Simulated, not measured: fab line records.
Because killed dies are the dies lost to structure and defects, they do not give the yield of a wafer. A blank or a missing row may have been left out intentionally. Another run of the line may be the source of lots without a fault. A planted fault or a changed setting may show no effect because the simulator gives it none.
The tool behind it: which one? ; flow sky130 ; 33 wafers from 11 lots sampled at 5 of the route's 708 steps

## WHAT THE GAUGES READ, wafer by wafer
SKY_PASSIVATION_THK_MEAS_03. Usual: for PASSIVATION_CVD_02_THK the level is 542 nm and the standard deviation is 7.1.
lot;measured;on;PASSIVATION_CVD_02_THK (nm);flag
L653;day 45 04:07;filmMetro-02;541 548 543;
L655;day 45 08:33;filmMetro-01;537 533 531;
L656;day 45 13:10;filmMetro-01;545 547 553;
L658;day 45 22:06;filmMetro-04;549 539 549;
L659;day 46 09:04;filmMetro-01;598 607 609;OFF
L660;day 46 12:01;filmMetro-04;591 591 599;OFF
L665;day 47 21:38;filmMetro-04;531 530 537;
L669;day 48 21:47;filmMetro-02;532 536 542;
L670;day 49 01:22;filmMetro-04;542 543 549;
L671;day 49 04:19;filmMetro-02;537 545 535;
L673;day 49 14:07;filmMetro-01;536 546 544;

SKY_PAD_OPEN_BOW_MEAS_13. Usual: for PAD_OPEN_BOW the level is 48 um and the standard deviation is 7.8.
lot;measured;on;PAD_OPEN_BOW (um);flag
L653;day 47 02:53;filmMetro-04;39 43 46;
L655;day 47 05:10;filmMetro-02;46 48 30;
L656;day 47 08:01;filmMetro-04;50 56 58;
L658;day 48 02:53;filmMetro-02;44 48 52;
L659;day 48 04:24;filmMetro-02;49 47 45;
L660;day 48 05:53;filmMetro-04;41 55 48;
L665;day 49 11:52;filmMetro-02;57 51 53;
L669;day 50 09:16;filmMetro-03;42 35 48;
L670;day 50 13:50;filmMetro-03;41 51 39;
L671;day 50 15:15;filmMetro-04;45 55 44;
L673;day 50 23:38;filmMetro-02;37 47 48;

## EACH LOT AND THE TOOL THAT RAN IT (in order: tool; ch and the chambers of the sampled wafers; start)
lot;SKY_VIA3_ETCH_14;SKY_METAL4_SPUTTER_03;SKY_PASSIVATION_CVD_02
L653;rieDiel-01 ch 0,1, day 41 01:19;pvdSputter-02, day 41 02:47;pecvd-01 ch 0,1, day 45 03:52
L655;rieDiel-03 ch 0,1,2, day 41 06:34;pvdSputter-01, day 41 08:03;pecvd-01 ch 0,1,2, day 45 08:19
L656;rieDiel-01 ch 0,1,2, day 41 11:40;pvdSputter-01, day 41 13:07;pecvd-04 ch 0,1, day 45 12:55
L658;rieDiel-01 ch 0,3, day 41 21:25;pvdSputter-01, day 41 23:16;pecvd-04 ch 0,1,2, day 45 21:53
L659;rieDiel-01 ch 0,2,3, day 42 09:55;pvdSputter-01, day 42 11:31;pecvd-04 ch 0,2, day 46 08:43
L660;rieDiel-04 ch 0,1,3, day 42 12:35;pvdSputter-02, day 42 14:05;pecvd-04 ch 0,2, day 46 11:41
L665;rieDiel-03 ch 1,2,3, day 44 02:38;pvdSputter-01, day 44 04:07;pecvd-03 ch 0,1,2, day 47 21:25
L669;rieDiel-04 ch 0,1,2, day 45 07:40;pvdSputter-03, day 45 09:08;pecvd-03 ch 0,1,2, day 48 21:33
L670;rieDiel-04 ch 0,2,3, day 45 11:49;pvdSputter-01, day 45 13:20;pecvd-04 ch 0,2, day 49 01:01
L671;rieDiel-01 ch 0,1, day 45 15:38;pvdSputter-03, day 45 17:07;pecvd-04 ch 1,2, day 49 04:04
L673;rieDiel-01 ch 1,2, day 46 02:08;pvdSputter-02, day 46 03:35;pecvd-01 ch 0,1,2, day 49 13:58
- SKY_VIA3_ETCH_14: etches BARC in N2/H2, stops on SiO2, time 45.9 s, target depth 60 nm.
- SKY_METAL4_SPUTTER_03: material Ti, target thk 5 nm, time 3.3 s.
- SKY_PASSIVATION_CVD_02: deposits Si3N4, target thk 540 nm.

## AS READ BY THE TOOLS THEMSELVES (means over the sampled wafers that have a number; for cases with no such wafer, the mark the record gives instead)
SKY_VIA3_ETCH_14. Usual: drypumpMotorCurrentA 5.66 A, standard deviation 0.27; oesProductAu 0.854 a.u., standard deviation 0.005; throttleValvePct 13.225 %, standard deviation 0.009.
lot;tool;drypumpMotorCurrentA (A);oesProductAu (a.u.);throttleValvePct (%);flag
L653;rieDiel-01;5.65;0.857;13.220;
L655;rieDiel-03;5.55;0.855;13.232;
L656;rieDiel-01;5.75;0.858;13.226;
L658;rieDiel-01;5.47;0.851;13.211;
L659;rieDiel-01;5.59;0.855;13.218;
L660;rieDiel-04;5.56;0.852;13.223;
L665;rieDiel-03;5.78;0.856;13.232;
L669;rieDiel-04;5.71;0.851;13.219;
L670;rieDiel-04;5.93;0.856;13.223;
L671;rieDiel-01;5.63;0.856;13.226;
L673;rieDiel-01;5.84;0.856;13.221;

SKY_METAL4_SPUTTER_03. Usual: throttleValvePct reads 30.1 % (standard deviation 0.8).
lot;tool;throttleValvePct (%);flag
L653;pvdSputter-02;29.7;
L655;pvdSputter-01;30.7;
L656;pvdSputter-01;30.3;
L658;pvdSputter-01;30.3;
L659;pvdSputter-01;30.4;
L660;pvdSputter-02;29.6;
L665;pvdSputter-01;30.1;
L669;pvdSputter-03;30.6;
L670;pvdSputter-01;30.1;
L671;pvdSputter-03;29.1;
L673;pvdSputter-02;30.0;

SKY_PASSIVATION_CVD_02. Usual: heaterPowerW 701 W, standard deviation 100; rfFwdPowerW 449.3 W, standard deviation 1.4.
lot;tool;heaterPowerW (W);rfFwdPowerW (W);flag
L653;pecvd-01;642;448.6;
L655;pecvd-01;641;448.6;
L656;pecvd-04;735;448.5;
L658;pecvd-04;789;448.4;
L659;pecvd-04;669;628.9;OFF
L660;pecvd-04;680;628.5;OFF
L665;pecvd-03;738;450.9;
L669;pecvd-03;738;448.2;
L670;pecvd-04;687;450.9;
L671;pecvd-04;822;449.5;
L673;pecvd-01;597;449.0;

## THE ANSWER, worked out from the rows above alone
Rule: a lot is off if the mean of its wafers that have a number lies more than 3 standard deviations from the usual mean. A lot without any number at a reading at which 4 lots or more have one is off too. All remaining lots with rows at the step are treated as sound. The gauges are gone through in route order, then the tools' own readings, and for those a lot's mean is taken as printed above. The first step at which some lot is off is used, and at that step the reading that is off furthest; a lot without a number counts as furthest.
Off: L659, L660, seen at SKY_PASSIVATION_THK_MEAS_03 (PASSIVATION_CVD_02_THK).
A tool fits if, at a process step before that reading, it ran every lot that is off, and no sound lot after the first of them. Not tried: the gauges at SKY_PASSIVATION_THK_MEAS_03; whatever is off there is also off at SKY_PASSIVATION_CVD_02, on other tools, and gauge error can't account for it. No candidate that was tried fits.

## WHAT HAD BEEN PUT IN BY THE SIMULATOR
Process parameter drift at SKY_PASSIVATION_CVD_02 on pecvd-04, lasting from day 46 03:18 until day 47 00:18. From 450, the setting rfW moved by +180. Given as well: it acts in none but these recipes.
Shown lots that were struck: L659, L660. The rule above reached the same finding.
